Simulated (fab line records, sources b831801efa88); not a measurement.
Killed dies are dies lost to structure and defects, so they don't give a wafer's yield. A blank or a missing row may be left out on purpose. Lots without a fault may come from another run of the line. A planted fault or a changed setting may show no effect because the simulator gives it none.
Chamber matching | flow sky130 | SKY_CONTACT_CMP_27 on cmp-02: 4 sister chambers
The step polishes, stops on SiO2, t overpolish 15 s, target thk 0 nm. 4 wafers are shown with their chamber, then 12 later ones without.

WAFERS WITH THEIR CHAMBER
wafer  | chamber | motor_current_A (A)
L090.2 | 1       | 10.4
L090.3 | 2       | 11.0
L091.2 | 3       | 12.3
L091.5 | 0       | 11.8

WAFERS WITHOUT THEIR CHAMBER
wafer  | motor_current_A (A)
L092.2 | 12.4
L092.4 | 10.0
L092.5 | 11.3
L093.2 | 10.1
L093.3 | 11.1
L093.6 | 10.5
L094.1 | 12.4
L094.2 | 10.9
L094.3 | 12.9
L095.1 | 11.5
L095.5 | 12.3
L095.6 | 12.4

WHICH CHAMBER EACH WENT THROUGH
wafer  | from the rows above          | in truth
L092.2 | can't be placed: 3 or 0      | 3
L092.4 | 1                            | 1
L092.5 | can't be placed: 2 or 0      | 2
L093.2 | 1                            | 1
L093.3 | 2                            | 2
L093.6 | can't be placed: 1 or 2      | 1
L094.1 | can't be placed: 3 or 0      | 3
L094.2 | can't be placed: 2 or 1      | 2
L094.3 | can't be placed: 3 or 0      | 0
L095.1 | can't be placed: 0 or 2 or 3 | 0
L095.5 | can't be placed: 3 or 0      | 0
L095.6 | can't be placed: 3 or 0      | 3
Placed correctly: 3 of 12. Can't be placed from these rows: 9 (the true chamber is among the candidates in 9). Placed wrongly: 0.
How it was worked out, from the rows above alone: a wafer's distance from a chamber is the root of the sum, over the readings, of the square of ((its reading less the chamber's mean) divided by the reading's scatter). The wafer belongs to the nearest chamber; if the next one is less than 2 further off, it can't be placed. A chamber's mean is the mean of its shown wafers. The scatter: with one shown wafer a chamber, the root of the mean of the squares of how far each hidden wafer lies from its nearest shown one.
